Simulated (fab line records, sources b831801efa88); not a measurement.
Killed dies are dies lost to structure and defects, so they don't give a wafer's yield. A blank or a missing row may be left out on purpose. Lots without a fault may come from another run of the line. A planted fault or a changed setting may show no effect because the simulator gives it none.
Split-lot experiment | flow gf180mcu | 5 lots, 23 wafers read, on a route of 602 steps

THE SPLIT
At GF_V3_CVD_02 (deposits SiO2 from TEOS, target thk 850 nm, time 94.851 s), the setting time_s was moved away from the recipe's 94.851 s on 4 of the 23 wafers read, by +4.2% to +11.2%. The other wafers ran this setting at the recipe's value.

The file shows no step between the split and the reading.

THE READING
V3_CVD_02_THK, in nm, at GF_V3_THK_MEAS_03. Fault-free wafers of this fab line usually give 849 nm, standard deviation 14 nm.

wafer  | tool, chamber at the split | time_s as run, s | against the recipe | V3_CVD_02_THK, nm | against lot-mates on the recipe
L074.1 | pecvd-04, 0                | 94.851           | recipe             | 866               | -
L074.2 | pecvd-04, 2                | 94.851           | recipe             | 859               | -
L074.3 | pecvd-04, 1                | 94.851           | recipe             | 860               | -
L078.1 | pecvd-03, 0                | 94.851           | recipe             | 838               | -
L078.2 | pecvd-03, 2                | 94.851           | recipe             | 839               | -
L078.3 | pecvd-03, 1                | 94.851           | recipe             | 847               | -
L078.4 | pecvd-03, 1                | 94.851           | recipe             | 862               | -
L078.6 | pecvd-03, 2                | 94.851           | recipe             | 834               | -
L081.1 | pecvd-02, 1                | 94.851           | recipe             | 835               | -
L081.3 | pecvd-02, 2                | 94.851           | recipe             | 836               | -
L081.4 | pecvd-02, 2                | 105.5            | +11.2%             | 939               | +97
L081.5 | pecvd-02, 1                | 94.851           | recipe             | 854               | -
L081.6 | pecvd-02, 0                | 105.5            | +11.2%             | 950               | +108
L082.1 | pecvd-03, 1                | 94.851           | recipe             | 842               | -
L082.3 | pecvd-03, 0                | 94.851           | recipe             | 842               | -
L082.4 | pecvd-03, 0                | 94.851           | recipe             | 861               | -
L082.5 | pecvd-03, 2                | 94.851           | recipe             | 851               | -
L082.6 | pecvd-03, 1                | 94.851           | recipe             | 849               | -
L085.1 | pecvd-03, 2                | 94.851           | recipe             | 837               | -
L085.2 | pecvd-03, 0                | 94.851           | recipe             | 823               | -
L085.3 | pecvd-03, 1                | 98.86            | +4.2%              | 863               | +29
L085.4 | pecvd-03, 1                | 94.851           | recipe             | 843               | -
L085.6 | pecvd-03, 0                | 98.86            | +4.2%              | 879               | +45

THE FIT
A straight line over all 23 wafers: V3_CVD_02_THK changes by +8.47 nm for each +1% of time_s; r = +0.93; the points scatter about the line by 12 nm.
The same after taking each lot's own level away (the mean of its wafers on the recipe; 23 wafers): +9.11 nm for each +1%; r = +0.97; scatter 8.2 nm.
On that fit, the largest move of time_s shifts the reading by 1e+02 nm.
The lots' own levels span 834.3 to 861.7 nm, that is 2.0 times the standard deviation above.
So the lot-to-lot level changes the slope little: the two slopes agree.
Check: with one of the wafers moved furthest among these (+11.2%) left out of the fit, the line predicts +106 nm for it against its lot-mates. It came out at +97.3 nm against them.

OTHER SPLITS ON THESE WAFERS
These wafers also went through other splits before the reading. Each is held against what the fit with the lots' levels taken away leaves over:
other split on the same wafers  | wafers away from the commonest value | r with V3_CVD_02_THK (lot level and that fit taken away)
GF_V2_DEVELOP_13 dev_temp_c     | 10                                   | -0.06
GF_V2_CVD_23 temp_c             | 5                                    | -0.04
GF_M3_COAT_09 resist_thk_nm     | 8                                    | +0.13
GF_M3_DEVELOP_13 develop_time_s | 2                                    | +0.18

THE WHOLE CHAIN: every reading that the file lists as answering this split, in the file's order
step              | what it does                                              | reading                                                                   | change (the file's fit)              | r (the file's)
GF_V3_CVD_02      | deposits SiO2 from TEOS, target thk 850 nm, time 94.851 s | SiO2_of_V3_CVD_02.thk_nm (the simulator's own value, which no gauge read) | +9.03 nm for each +1% of the setting | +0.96
GF_V3_THK_MEAS_03 |                                                           | V3_CVD_02_THK                                                             | +9.06 for each +1% of the setting    | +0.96
GF_V3_CMP_04      | polishes SiO2                                             | time_to_endpoint_s                                                        | withheld for each +1% of the setting | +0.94

THE FILE'S OWN FIT
V3_CVD_02_THK changes by +9.06 nm for each +1% of time_s, r = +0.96.
